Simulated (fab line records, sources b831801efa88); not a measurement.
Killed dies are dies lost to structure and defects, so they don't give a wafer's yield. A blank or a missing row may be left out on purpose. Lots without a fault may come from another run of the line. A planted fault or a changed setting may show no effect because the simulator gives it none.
A sampling plan put to the test | flow gf180mcu | one fab line, 15 faults that these records tell of, each judged on the records of the lots that it struck
The plan is the line's own looks: the steps of the route at which a gauge or an inspection reads the wafer and doesn't change it. A look can be judged if struck wafers have a number there and the file gives its usual mean and standard deviation on fault-free wafers. Caught: at a look after the fault's first step, the mean of the struck wafers lies 4 or more of those standard deviations (sigma) from the usual mean. On the tool: the same test on the tool's own readings at the fault's steps. Another recipe on the struck wafers, or a record that is blank for them alone, also counts as caught.

THE FAULTS, as the simulator had put them in
1. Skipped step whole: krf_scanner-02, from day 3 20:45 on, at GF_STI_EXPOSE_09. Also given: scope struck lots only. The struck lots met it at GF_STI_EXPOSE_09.
2. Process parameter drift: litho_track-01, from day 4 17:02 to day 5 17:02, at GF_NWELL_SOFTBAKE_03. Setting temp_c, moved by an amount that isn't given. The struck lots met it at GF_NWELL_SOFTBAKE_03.
3. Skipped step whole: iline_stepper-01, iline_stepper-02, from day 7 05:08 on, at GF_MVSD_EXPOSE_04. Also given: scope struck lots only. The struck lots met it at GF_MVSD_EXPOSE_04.
4. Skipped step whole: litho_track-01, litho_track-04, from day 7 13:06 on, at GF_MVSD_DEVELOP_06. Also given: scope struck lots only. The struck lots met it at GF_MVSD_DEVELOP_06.
5. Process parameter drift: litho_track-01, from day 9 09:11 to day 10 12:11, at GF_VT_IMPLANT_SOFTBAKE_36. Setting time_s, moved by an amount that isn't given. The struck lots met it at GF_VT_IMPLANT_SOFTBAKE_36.
6. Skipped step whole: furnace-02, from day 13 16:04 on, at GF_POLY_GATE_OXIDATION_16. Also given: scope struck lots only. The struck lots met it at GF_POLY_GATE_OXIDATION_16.
7. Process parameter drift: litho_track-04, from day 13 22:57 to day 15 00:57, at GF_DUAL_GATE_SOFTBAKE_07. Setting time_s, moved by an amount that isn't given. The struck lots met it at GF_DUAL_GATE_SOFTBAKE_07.
8. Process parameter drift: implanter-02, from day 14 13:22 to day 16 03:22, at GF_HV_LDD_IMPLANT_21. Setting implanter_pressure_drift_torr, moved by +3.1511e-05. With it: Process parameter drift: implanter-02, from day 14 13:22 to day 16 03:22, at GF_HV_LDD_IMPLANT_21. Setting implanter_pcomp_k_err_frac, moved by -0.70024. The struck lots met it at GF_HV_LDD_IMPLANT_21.
9. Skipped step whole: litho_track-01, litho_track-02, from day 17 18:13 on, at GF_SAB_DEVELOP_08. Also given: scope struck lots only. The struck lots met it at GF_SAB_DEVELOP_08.
10. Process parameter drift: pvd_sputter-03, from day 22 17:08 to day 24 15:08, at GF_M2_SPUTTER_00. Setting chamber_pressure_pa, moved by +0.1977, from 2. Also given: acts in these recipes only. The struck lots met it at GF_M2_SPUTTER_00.
11. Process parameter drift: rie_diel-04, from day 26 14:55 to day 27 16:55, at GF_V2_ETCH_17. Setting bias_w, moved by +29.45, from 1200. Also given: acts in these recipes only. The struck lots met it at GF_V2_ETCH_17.
12. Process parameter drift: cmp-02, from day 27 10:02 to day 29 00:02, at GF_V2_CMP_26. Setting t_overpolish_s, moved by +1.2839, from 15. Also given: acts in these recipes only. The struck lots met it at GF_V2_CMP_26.
13. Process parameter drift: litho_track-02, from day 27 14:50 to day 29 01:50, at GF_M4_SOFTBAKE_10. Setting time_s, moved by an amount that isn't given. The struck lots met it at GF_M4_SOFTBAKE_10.
14. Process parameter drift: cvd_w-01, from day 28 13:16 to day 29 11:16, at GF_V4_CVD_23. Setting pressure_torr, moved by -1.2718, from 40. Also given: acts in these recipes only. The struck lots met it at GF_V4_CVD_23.
15. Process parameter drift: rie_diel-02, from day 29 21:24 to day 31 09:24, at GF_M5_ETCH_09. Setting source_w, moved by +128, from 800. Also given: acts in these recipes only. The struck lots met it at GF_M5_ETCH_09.

WHAT THE PLAN SAW
fault | on the tool itself                               | first look that catches it                      | reading, sigma | median hours from its first step to that look | hours from the fault's start to the first struck lot there | judged looks passed uncaught
1     | no reading that can be judged                    | no look after it can be judged                  | -              | -                                             | -                                                          | 0
2     | plate_temp_C +49 sigma                           | not the one look that can be judged after it    | -              | -                                             | -                                                          | 1
3     | no reading that can be judged                    | no look after it can be judged                  | -              | -                                             | -                                                          | 0
4     | the tool's record is blank for the struck wafers | none of the 2 looks that can be judged after it | -              | -                                             | -                                                          | 2
5     | run_length_s -99 or beyond sigma                 | no look after it can be judged                  | -              | -                                             | -                                                          | 0
6     | the tool's record is blank for the struck wafers | no look after it can be judged                  | -              | -                                             | -                                                          | 0
7     | run_length_s +56 sigma                           | not the one look that can be judged after it    | -              | -                                             | -                                                          | 1
8     | end_station_pressure_torr +99 or beyond sigma    | not the one look that can be judged after it    | -              | -                                             | -                                                          | 1
9     | the tool's record is blank for the struck wafers | no look after it can be judged                  | -              | -                                             | -                                                          | 0
10    | chamber_pressure_pa +48 sigma                    | not the one look that can be judged after it    | -              | -                                             | -                                                          | 1
11    | bias_w +7.8 sigma                                | no look after it can be judged                  | -              | -                                             | -                                                          | 0
12    | overpolish_run_s +99 or beyond sigma             | no look after it can be judged                  | -              | -                                             | -                                                          | 0
13    | run_length_s +50 sigma                           | no look after it can be judged                  | -              | -                                             | -                                                          | 0
14    | chamber_pressure_Torr -14 sigma                  | no look after it can be judged                  | -              | -                                             | -                                                          | 0
15    | rf_fwd_power_W +29 sigma                         | no look after it can be judged                  | -              | -                                             | -                                                          | 0
A dash: the fault isn't caught, or these records don't give the number.

Caught at a look: 0 of 15. Caught on the tool: 13 of 15. By one or the other: 13 of 15.
Caught on the tool alone: faults 2, 4, 5, 6, 7, 8, 9, 10, 11, 12, 13, 14, 15.
Caught by neither: faults 1, 3.
